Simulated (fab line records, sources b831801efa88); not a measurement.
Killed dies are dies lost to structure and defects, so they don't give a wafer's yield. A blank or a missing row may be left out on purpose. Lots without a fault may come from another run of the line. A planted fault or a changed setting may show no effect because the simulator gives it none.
Which tool did it? | flow sky130 | 11 lots, 33 wafers sampled, at 4 steps of a route of 708

WHAT THE GAUGES READ, wafer by wafer
SKY_CAP2M_THK_MEAS_01.
lot  | measured     | on            | CAP2M_CVD_00_THK (nm)
L192 | day 39 13:46 | film_metro-03 | 15.61 15.34 15.77
L193 | day 40 01:23 | film_metro-01 | 15.46 15.53 15.68
L196 | day 41 02:25 | film_metro-01 | 15.31 15.74 15.39
L200 | day 42 00:49 | film_metro-03 | 15.28 14.94 13.79
L202 | day 43 04:13 | film_metro-02 | 15.19 15.59 13.92
L204 | day 43 11:59 | film_metro-02 | 15.22 13.71 15.48
L206 | day 44 03:28 | film_metro-01 | 15.57 15.57 15.82
L208 | day 44 19:10 | film_metro-03 | 15.66 15.66 15.97
L211 | day 45 12:13 | film_metro-02 | 15.49 15.44 15.86
L213 | day 45 18:55 | film_metro-02 | 15.44 15.25 15.63
L214 | day 45 20:58 | film_metro-02 | 15.41 15.69 15.84

WHICH TOOL RAN EACH LOT (tool, then ch and the chambers of the sampled wafers, then the start)
lot  | SKY_METAL2_STRIP_20                  | SKY_VIA3_SPUTTER_20          | SKY_CAP2M_CVD_00
L192 | plasma_asher-01 ch 0, day 34 22:46   | pvd_sputter-01, day 39 12:55 | pecvd-01 ch 0,1, day 39 13:44
L193 | plasma_asher-01 ch 0,1, day 35 11:19 | pvd_sputter-01, day 40 00:32 | pecvd-04 ch 1,2, day 40 01:22
L196 | plasma_asher-02 ch 0,1, day 36 14:38 | pvd_sputter-04, day 41 01:34 | pecvd-04 ch 1,2, day 41 02:23
L200 | plasma_asher-03 ch 0,1, day 37 15:58 | pvd_sputter-03, day 41 23:51 | pecvd-04 ch 0,1,2, day 42 00:47
L202 | plasma_asher-01 ch 0,1, day 38 21:49 | pvd_sputter-04, day 43 03:21 | pecvd-04 ch 0,2, day 43 04:10
L204 | plasma_asher-03 ch 0,1, day 39 04:37 | pvd_sputter-04, day 43 11:08 | pecvd-04 ch 0,2, day 43 11:57
L206 | plasma_asher-02 ch 0,1, day 39 22:46 | pvd_sputter-01, day 44 02:37 | pecvd-01 ch 0,2, day 44 03:26
L208 | plasma_asher-03 ch 0,1, day 40 16:05 | pvd_sputter-04, day 44 18:19 | pecvd-01 ch 0,1,2, day 44 19:08
L211 | plasma_asher-02 ch 0,1, day 41 10:10 | pvd_sputter-04, day 45 11:22 | pecvd-01 ch 0,1, day 45 12:11
L213 | plasma_asher-01 ch 1, day 41 19:13   | pvd_sputter-04, day 45 18:04 | pecvd-01 ch 1,2, day 45 18:53
L214 | plasma_asher-02 ch 0,1, day 41 21:25 | pvd_sputter-01, day 45 20:07 | pecvd-01 ch 0,1,2, day 45 20:56
- SKY_METAL2_STRIP_20: strips in O2/N2.
- SKY_VIA3_SPUTTER_20: material TiN, target thk 20 nm, time 80 s.
- SKY_CAP2M_CVD_00: deposits SiO2, target thk 15.5 nm.

THE ANSWER, worked out from the rows above alone
Rule: what is usual is taken from the lots themselves. Put in order of their means at a reading, lots are off if they are a third of the lots or fewer, leave a main group of 4 or more, and stand apart from it by a gap of 3 or more times the standard deviation of the main group's means; of several such gaps the widest counts. A main group whose means are all the same, to the digits that the tables above print for the reading, isn't used. A lot without any number at a reading at which 4 lots or more have one is off too. The other lots that the step has rows for count as sound.
Off: L200, L202, L204, at SKY_CAP2M_THK_MEAS_01 (CAP2M_CVD_00_THK). The main group: mean 15.59 nm, standard deviation 0.096.
A tool fits if, at a process step before that reading, it ran every lot that is off, and no sound lot after the first of them. The gauges at SKY_CAP2M_THK_MEAS_01 are tried like those tools. One fits: pecvd-04 at SKY_CAP2M_CVD_00. Its last sound lot is L196 (day 41 02:23), its first lot that is off L200 (day 42 00:47): a fault that began between those two fits.

WHAT THE SIMULATOR HAD PUT IN
Site profile drift: pecvd-04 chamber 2, from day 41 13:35 on, at SKY_CAP2M_CVD_00. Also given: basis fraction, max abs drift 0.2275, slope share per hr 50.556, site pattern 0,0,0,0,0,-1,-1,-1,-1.
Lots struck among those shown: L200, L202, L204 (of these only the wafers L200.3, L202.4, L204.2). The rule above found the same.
